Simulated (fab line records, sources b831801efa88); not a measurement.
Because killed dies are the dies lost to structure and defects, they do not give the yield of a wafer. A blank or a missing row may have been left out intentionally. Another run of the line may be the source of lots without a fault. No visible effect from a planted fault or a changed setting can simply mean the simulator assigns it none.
fab line records	flow sky130
record lots=13	wafers=39	last_day=50
route steps=708 shown PWDE@55 VT_ADJUST_HVTP@93 VT_ADJUST_LVTN@117 VT_ADJUST_NCORE@129
lots that met no fault: taken from a fault-free run of the same line
start_h: hours from the record's opening day to when the first of the lot's shown wafers began	wait_h: how many hours have passed since the lot's step before this one	" identical to the entry in the row above	L1.1+2: one row covering several wafers at once	- no value present, or no start provided	* or withheld: withheld	< > ~ a bound
route shown NAME@n: names a module that has steps shown in the file, with the first one's number in the route	usual: mean/standard deviation taken from wafers without a fault	same: alike in all rows	chamber/n: place in a boat	sites: readings site by site	_std_site: the values' standard deviation	_edge_site: the outer-site mean with the inner-site mean subtracted	radius_mm: how far each site lies from the wafer's centre	mask NAME#n: copy n	behind: the last tool/chamber to shape the wafer	hold: what put the lot on hold/how long, in hours/how the hold closed	device: the n, p or np transistor that did not switch	end of line: tests of these same wafers at the route's end	for a step that has no rows: nothing shown but its recipe	killed: dies lost to structure and defects at the first sort, not the wafer's yield	map: dies across one wafer; x = killed, . = not, _ = none there
set.NAME: the run value of the setting; set.NAME@STEP: its run value at that earlier step	model.NAME: the simulator's own value behind a step, which no gauge read
steps of the route over a sample of lots; a table a step, a row a wafer
services: a tool's chamber out of use, with start hour (start_h, from the record's first day; less than 0 if before it), hours out, and reason
## steps
# step SKY_PWDE_TW_MEAS_10
# usual PWDE_TW=375.4/2.6
lot.wafer	tool	chamber	start_h	wait_h	PWDE_TW
L610.2	film_metro-04	-	69.95	0.1	374.6
L610.4	"	-	"	"	375.1
L610.6	"	-	"	"	375.2
L611.1	film_metro-01	-	77.33	0.1	378.3
L611.3	"	-	"	"	379.7
L611.5	"	-	"	"	376.9
L612.1	film_metro-01	-	85.13	0.1	379.1
L612.5	"	-	"	"	376.8
L612.6	"	-	"	"	378.3
L613.1	film_metro-04	-	90.19	0.1	373.4
L613.2	"	-	"	"	375.7
L613.6	"	-	"	"	374.7
L616.1	film_metro-01	-	104.18	0.1	381.8
L616.4	"	-	"	"	380.2
L616.5	"	-	"	"	379.7
L624.3	film_metro-03	-	147.40	0.1	374.6
L624.4	"	-	"	"	373.3
L624.6	"	-	"	"	373.4
L625.1	film_metro-04	-	152.64	0.1	375.1
L625.3	"	-	"	"	374.8
L625.5	"	-	"	"	374.6
L627.1	film_metro-01	-	167.08	0.1	379.1
L627.5	"	-	"	"	379.0
L627.6	"	-	"	"	378.7
L628.2	film_metro-03	-	168.34	0.1	374.7
L628.3	"	-	"	"	374.7
L628.5	"	-	"	"	376.4
L629.4	film_metro-03	-	176.61	0.1	375.0
L629.5	"	-	"	"	376.4
L629.6	"	-	"	"	378.0
L631.2	film_metro-04	-	188.84	0.1	374.6
L631.4	"	-	"	"	375.4
L631.5	"	-	"	"	377.8
L632.1	film_metro-01	-	193.13	0.1	376.2
L632.2	"	-	"	"	377.1
L632.3	"	-	"	"	376.3
L633.1	film_metro-04	-	199.23	0.1	376.7
L633.4	"	-	"	"	375.6
L633.6	"	-	"	"	374.9
# step SKY_VT_ADJUST_HVTP_OVL_MEAS_08
# usual VT_ADJUST_HVTP_OVL=0.2/1.1
lot.wafer	tool	chamber	start_h	wait_h	VT_ADJUST_HVTP_OVL[nm]
L610.2	overlay-01	-	123.89	0.1	-0.1
L610.4	"	-	"	"	1.9
L610.6	"	-	"	"	2.1
L611.1	overlay-01	-	133.61	0.1	-0.8
L611.3	"	-	"	"	2.4
L611.5	"	-	"	"	0.5
L612.1	overlay-02	-	141.94	0.1	1.1
L612.5	"	-	"	"	0.7
L612.6	"	-	"	"	1.4
L613.1	overlay-01	-	148.33	0.1	-0.1
L613.2	"	-	"	"	0.1
L613.6	"	-	"	"	-0.4
L616.1	overlay-02	-	163.21	0.1	-0.7
L616.4	"	-	"	"	-1.0
L616.5	"	-	"	"	-1.4
L624.3	overlay-01	-	211.53	0.1	0.2
L624.4	"	-	"	"	-0.6
L624.6	"	-	"	"	-1.6
L625.1	overlay-02	-	219.10	0.1	0.0
L625.3	"	-	"	"	-0.6
L625.5	"	-	"	"	-0.1
L627.1	overlay-02	-	234.37	0.1	-0.4
L627.5	"	-	"	"	-2.1
L627.6	"	-	"	"	0.1
L628.2	overlay-01	-	234.73	0.1	1.0
L628.3	"	-	"	"	1.1
L628.5	"	-	"	"	-0.2
L629.4	overlay-02	-	242.98	0.1	1.5
L629.5	"	-	"	"	0.2
L629.6	"	-	"	"	0.1
L631.2	overlay-02	-	257.22	0.1	1.5
L631.4	"	-	"	"	0.2
L631.5	"	-	"	"	1.2
L632.1	overlay-02	-	261.82	0.1	0.4
L632.2	"	-	"	"	1.5
L632.3	"	-	"	"	-0.3
L633.1	overlay-01	-	268.18	0.1	0.9
L633.4	"	-	"	"	-1.9
L633.6	"	-	"	"	0.8
# step SKY_VT_ADJUST_HVTP_STRIP_10
# recipe chemistry=O2/N2	power_w=1400	pressure_mtorr=1500	platen_temp_c=withheld	o2_flow_sccm=3000	n2_flow_sccm=300	overash_fraction=0.5
# usual chamber_pressure_mTorr=1500.1/1.4	drypump_motor_current_A=5.47/0.2	oes_product_au=0.715/0.0044	strip_time_to_endpoint_s=14.19/0.037
lot.wafer	tool	chamber	start_h	wait_h	chamber_pressure_mTorr	drypump_motor_current_A	oes_product_au	rf_hours_counter_h	strip_time_to_endpoint_s
L610.2	plasma_asher-04	0	124.07	0.1	1498.6	5.16	0.712	32	14.15
L610.4	"	0	"	"	1500.7	5.13	0.718	-	14.19
L610.6	"	1	"	"	1499.0	5.68	0.724	-	14.16
L611.1	plasma_asher-01	0	133.80	0.1	1497.6	5.51	0.714	1	14.22
L611.3	"	0	"	"	1498.6	5.51	0.719	-	14.21
L611.5	"	0	"	"	1500.7	5.52	0.715	-	14.18
L612.1	plasma_asher-03	1	142.12	0.1	1497.9	5.70	0.709	43	14.20
L612.5	"	0	"	"	1502.8	5.30	0.710	-	14.19
L612.6	"	1	"	"	1499.0	5.70	0.714	-	14.19
L613.1	plasma_asher-04	0	148.51	0.1	1499.2	5.13	0.717	35	14.21
L613.2	"	1	"	"	1501.4	5.65	0.719	35	14.25
L613.6	"	0	"	"	1500.3	5.15	0.703	-	14.20
L616.1	plasma_asher-03	1	163.39	0.1	1501.5	5.70	0.712	46	14.15
L616.4	"	1	"	"	1497.0	5.69	0.710	-	14.18
L616.5	"	0	"	"	1498.4	5.29	0.710	-	14.15
L624.3	plasma_asher-04	1	211.74	0.1	1499.6	5.70	0.715	-	14.14
L624.4	"	0	"	"	1499.6	5.14	0.713	-	14.14
L624.6	"	1	"	"	1499.0	5.68	0.719	-	14.18
L625.1	plasma_asher-04	0	219.28	0.1	1501.1	5.14	0.715	41	14.21
L625.3	"	0	"	"	1500.8	5.15	0.723	-	14.17
L625.5	"	1	"	"	1500.5	5.68	0.712	-	14.19
L627.1	plasma_asher-03	0	234.55	0.1	1502.1	5.27	0.717	52	14.12
L627.5	"	0	"	"	1499.5	5.30	0.706	-	14.17
L627.6	"	1	"	"	1501.1	5.68	0.718	-	14.17
L628.2	plasma_asher-03	0	234.91	0.1	1498.0	5.27	0.716	52	14.14
L628.3	"	1	"	"	1500.2	5.70	0.710	-	14.17
L628.5	"	1	"	"	1499.4	5.69	0.716	-	14.14
L629.4	plasma_asher-04	0	243.18	0.1	1501.5	5.10	0.719	-	14.17
L629.5	"	0	"	"	1499.6	5.15	0.714	-	14.12
L629.6	"	1	"	"	1502.0	5.68	0.714	-	14.14
L631.2	plasma_asher-01	0	257.40	0.1	1501.4	5.52	0.722	14	14.21
L631.4	"	1	"	"	1499.2	5.45	0.709	-	14.20
L631.5	"	1	"	"	1501.7	5.48	0.717	-	14.15
L632.1	plasma_asher-03	1	262.00	0.1	1501.8	5.68	0.711	55	14.25
L632.2	"	0	"	"	1500.4	5.31	0.721	55	14.20
L632.3	"	0	"	"	1500.0	5.29	0.709	-	14.19
L633.1	plasma_asher-01	1	268.36	0.1	1501.0	5.44	0.709	15	14.15
L633.4	"	0	"	"	1500.8	5.54	0.717	-	14.14
L633.6	"	0	"	"	1500.3	5.53	0.712	-	14.18
# step SKY_VT_ADJUST_LVTN_STRIP_20
# recipe chemistry=O2/N2	power_w=1400	pressure_mtorr=1500	platen_temp_c=withheld	o2_flow_sccm=3000	n2_flow_sccm=300	overash_fraction=0.5
# usual chamber_pressure_mTorr=1500.0/1.4	drypump_motor_current_A=5.9/0.49	oes_product_au=0.716/0.0039	strip_time_to_endpoint_s=14.19/0.045
lot.wafer	tool	chamber	start_h	wait_h	chamber_pressure_mTorr	drypump_motor_current_A	oes_product_au	rf_hours_counter_h	strip_time_to_endpoint_s
L610.2	plasma_asher-02	0	164.98	0.1	1500.3	6.2	0.717	48	14.15
L610.4	"	0	"	"	1499.8	6.3	0.718	-	14.17
L610.6	"	1	"	"	1502.4	6.5	0.711	-	14.17
L611.1	plasma_asher-01	0	174.99	0.1	1498.9	5.5	0.713	5	14.17
L611.3	"	0	"	"	1498.3	5.5	0.710	-	14.16
L611.5	"	0	"	"	1499.4	5.5	0.719	-	14.11
L612.1	plasma_asher-01	1	184.18	0.1	1498.0	5.4	0.722	6	14.21
L612.5	"	1	"	"	1501.3	5.4	0.722	-	14.16
L612.6	"	0	"	"	1501.3	5.5	0.718	-	14.16
L613.1	plasma_asher-02	0	189.83	0.1	1497.7	6.2	0.722	51	14.19
L613.2	"	1	"	"	1499.4	6.5	0.716	51	14.17
L613.6	"	1	"	"	1501.3	6.5	0.715	-	14.15
L616.1	plasma_asher-02	0	206.98	0.1	1501.6	6.3	0.928	52	-
L616.4	"	1	"	"	1499.1	6.4	0.934	-	-
L616.5	"	1	"	"	1499.7	6.5	0.934	-	-
L624.3	plasma_asher-02	1	256.91	0.1	1499.2	6.5	0.722	-	14.12
L624.4	"	0	"	"	1502.6	6.3	0.721	-	14.12
L624.6	"	0	"	"	1500.9	6.3	0.719	-	14.13
L625.1	plasma_asher-02	0	264.64	0.1	1497.6	6.3	0.715	57	14.15
L625.3	"	0	"	"	1499.5	6.3	0.714	-	14.11
L625.5	"	0	"	"	1499.4	6.2	0.712	-	14.13
L627.1	plasma_asher-01	0	282.24	0.1	1500.3	5.5	0.715	16	14.31
L627.5	"	1	"	"	1501.7	5.4	0.718	-	14.24
L627.6	"	0	"	"	1500.7	5.5	0.721	-	14.27
L628.2	plasma_asher-02	1	283.19	0.1	1502.5	6.5	0.717	59	14.18
L628.3	"	1	"	"	1498.2	6.5	0.722	-	14.18
L628.5	"	1	"	"	1501.2	6.6	0.718	-	14.16
L629.4	plasma_asher-04	0	291.72	0.1	1503.0	5.2	0.716	-	14.19
L629.5	"	1	"	"	1498.7	5.7	0.711	-	14.17
L629.6	"	0	"	"	1498.6	5.2	0.712	-	14.18
L631.2	plasma_asher-02	1	306.99	0.1	1497.3	6.4	0.716	62	14.22
L631.4	"	1	"	"	1499.1	6.4	0.717	-	14.23
L631.5	"	1	"	"	1502.0	6.4	0.708	-	14.21
L632.1	plasma_asher-04	0	312.68	0.1	1500.4	5.1	0.708	48	14.17
L632.2	"	1	"	"	1497.5	5.7	0.721	48	14.14
L632.3	"	1	"	"	1500.3	5.7	0.708	-	14.15
L633.1	plasma_asher-04	0	319.13	0.1	1502.3	5.1	0.718	49	14.17
L633.4	"	1	"	"	1498.3	5.7	0.714	-	14.14
L633.6	"	1	"	"	1500.3	5.7	0.715	-	14.19
# step SKY_VT_ADJUST_NCORE_STRIP_10
# recipe chemistry=O2/N2	power_w=1400	pressure_mtorr=1500	platen_temp_c=withheld	o2_flow_sccm=3000	n2_flow_sccm=300	overash_fraction=0.5
# usual chamber_pressure_mTorr=1500.0/1.3	drypump_motor_current_A=5.8/0.49	oes_product_au=0.716/0.0046	strip_time_to_endpoint_s=14.18/0.038
lot.wafer	tool	chamber	start_h	wait_h	chamber_pressure_mTorr	drypump_motor_current_A	oes_product_au	rf_hours_counter_h	strip_time_to_endpoint_s
L610.2	plasma_asher-02	0	186.40	0.1	1500.0	6.3	0.720	50	14.20
L610.4	"	1	"	"	1499.4	6.5	0.717	-	14.12
L610.6	"	0	"	"	1498.5	6.3	0.716	-	14.15
L611.1	plasma_asher-02	1	196.72	0.1	1499.0	6.4	0.713	51	14.18
L611.3	"	0	"	"	1501.2	6.3	0.727	-	14.19
L611.5	"	1	"	"	1499.4	6.5	0.723	-	14.18
L612.1	plasma_asher-04	0	206.20	0.1	1501.9	5.1	0.711	39	14.19
L612.5	"	0	"	"	1498.5	5.1	0.711	-	14.16
L612.6	"	1	"	"	1499.8	5.7	0.715	-	14.21
L613.1	plasma_asher-03	1	212.25	0.1	1499.7	5.7	0.714	50	14.14
L613.2	"	0	"	"	1500.2	5.3	0.714	50	14.18
L613.6	"	0	"	"	1500.7	5.3	0.718	-	14.18
L616.1	plasma_asher-02	0	230.00	0.1	1499.8	6.3	0.716	54	21.48
L616.4	"	1	"	"	1499.4	6.5	0.724	-	21.49
L616.5	"	1	"	"	1498.3	6.5	0.723	-	21.48
L624.3	plasma_asher-02	0	281.00	0.1	1499.4	6.3	0.714	-	14.19
L624.4	"	1	"	"	1500.6	6.4	0.721	-	14.22
L624.6	"	1	"	"	1500.2	6.5	0.716	-	14.19
L625.1	plasma_asher-02	1	289.35	0.1	1500.8	6.4	0.723	60	14.25
L625.3	"	0	"	"	1500.9	6.3	0.723	-	14.19
L625.5	"	0	"	"	1498.9	6.3	0.718	-	14.20
L627.1	plasma_asher-02	0	307.95	0.1	1500.9	6.3	0.721	62	14.22
L627.5	"	1	"	"	1500.1	6.5	0.720	-	14.24
L627.6	"	0	"	"	1500.1	6.2	0.710	-	14.20
L628.2	plasma_asher-03	1	308.60	0.1	1498.0	5.7	0.711	60	14.25
L628.3	"	0	"	"	1499.9	5.3	0.712	-	14.25
L628.5	"	0	"	"	1498.6	5.3	0.720	-	14.25
L629.4	plasma_asher-02	0	318.03	0.1	1500.4	6.3	0.722	-	14.26
L629.5	"	1	"	"	1500.4	6.4	0.722	-	14.20
L629.6	"	0	"	"	1501.1	6.3	0.714	-	14.19
L631.2	plasma_asher-03	1	333.45	0.1	1499.9	5.7	0.717	62	14.12
L631.4	"	1	"	"	1500.0	5.7	0.713	-	14.14
L631.5	"	1	"	"	1497.4	5.7	0.716	-	14.14
L632.1	plasma_asher-02	1	338.60	0.1	1500.5	6.4	0.720	65	14.18
L632.2	"	0	"	"	1497.7	6.3	0.712	65	14.19
L632.3	"	1	"	"	1499.4	6.4	0.715	-	14.20
L633.1	plasma_asher-04	1	345.38	0.1	1498.7	5.7	0.716	52	14.16
L633.4	"	1	"	"	1500.3	5.7	0.724	-	14.15
L633.6	"	1	"	"	1499.6	5.7	0.717	-	14.14
# step SKY_VT_ADJUST_NCORE_TW_MEAS_11
# usual VT_ADJUST_NCORE_TW=220.7/1.4
lot.wafer	tool	chamber	start_h	wait_h	VT_ADJUST_NCORE_TW
L610.2	film_metro-03	-	186.51	0.1	220.3
L610.4	"	-	"	"	219.9
L610.6	"	-	"	"	218.8
L611.1	film_metro-01	-	196.82	0.1	220.8
L611.3	"	-	"	"	221.0
L611.5	"	-	"	"	220.9
L612.1	film_metro-03	-	206.30	0.1	218.1
L612.5	"	-	"	"	218.1
L612.6	"	-	"	"	218.0
L613.1	film_metro-01	-	212.35	0.1	220.3
L613.2	"	-	"	"	220.7
L613.6	"	-	"	"	220.8
L616.1	film_metro-01	-	230.10	0.1	30.3
L616.4	"	-	"	"	30.4
L616.5	"	-	"	"	30.4
L624.3	film_metro-03	-	281.08	0.1	219.4
L624.4	"	-	"	"	219.7
L624.6	"	-	"	"	220.0
L625.1	film_metro-01	-	289.45	0.1	222.5
L625.3	"	-	"	"	222.0
L625.5	"	-	"	"	221.8
L627.1	film_metro-01	-	308.05	0.1	222.3
L627.5	"	-	"	"	222.3
L627.6	"	-	"	"	223.5
L628.2	film_metro-02	-	308.71	0.1	221.8
L628.3	"	-	"	"	221.6
L628.5	"	-	"	"	222.0
L629.4	film_metro-01	-	318.13	0.1	220.6
L629.5	"	-	"	"	222.8
L629.6	"	-	"	"	223.7
L631.2	film_metro-01	-	333.56	0.1	222.9
L631.4	"	-	"	"	221.4
L631.5	"	-	"	"	221.9
L632.1	film_metro-02	-	338.70	0.1	221.1
L632.2	"	-	"	"	219.3
L632.3	"	-	"	"	219.8
L633.1	film_metro-01	-	345.48	0.1	222.5
L633.4	"	-	"	"	222.3
L633.6	"	-	"	"	220.4
## services
tool	chamber	start_h	hours	kind
plasma_asher-01	-	108.75	9.0	pm
plasma_asher-01	0	108.75	9.0	vent_cycle
plasma_asher-01	1	108.75	9.0	vent_cycle
plasma_asher-01	0	117.75	-	clean
plasma_asher-01	1	117.75	-	clean
plasma_asher-01	-	119.02	2.1	repair
plasma_asher-04	-	119.09	2.5	repair
plasma_asher-04	-	158.07	13.2	repair
plasma_asher-01	-	158.55	2.8	pm
plasma_asher-02	-	176.10	2.6	repair
plasma_asher-03	-	183.84	3.5	repair
plasma_asher-03	-	187.78	1.6	repair
plasma_asher-02	-	234.23	2.8	pm
plasma_asher-04	-	272.96	14.6	pm
plasma_asher-02	-	277.22	1.8	repair
plasma_asher-03	-	316.40	4.0	repair
plasma_asher-03	-	342.75	1.3	repair
## key
first_sign step=SKY_VT_ADJUST_LVTN_STRIP_20	reading=oes_product_au	direction=up	sigmas=56	usual=0.716	struck=0.932
effect step=SKY_VT_ADJUST_NCORE_STRIP_10	reading=strip_time_to_endpoint_s	direction=up	sigmas=99+	usual=*	struck=*
effect step=SKY_VT_ADJUST_NCORE_TW_MEAS_11	reading=VT_ADJUST_NCORE_TW	direction=down	sigmas=99+	usual=220.7	struck=30.4
met_at SKY_VT_ADJUST_LVTN_STRIP_20
struck_lots L616
sort_left_out L616.1,L616.4,L616.5
tester_left_out L616
not_acting_at SKY_PWDE_TW_MEAS_10,SKY_VT_ADJUST_HVTP_OVL_MEAS_08,SKY_VT_ADJUST_HVTP_STRIP_10
onset_between 189.83 206.98
fault kind=strip_aborted	tool=plasma_asher-02	chamber=-	onset_h=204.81	steps=SKY_VT_ADJUST_LVTN_STRIP_20	offset=0.67769	end_h=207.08
# tester_left_out: of these lots the tester's yield and bins aren't shown, on N5 and GAA mostly nor the transistor test; their killed dies are dies lost to structure and defects alone, not to doping, threshold or leakage, so they don't give the yield
# sort_left_out: the simulated sort isn't trusted on such a fault, so these wafers' sort isn't shown, and their yield isn't known
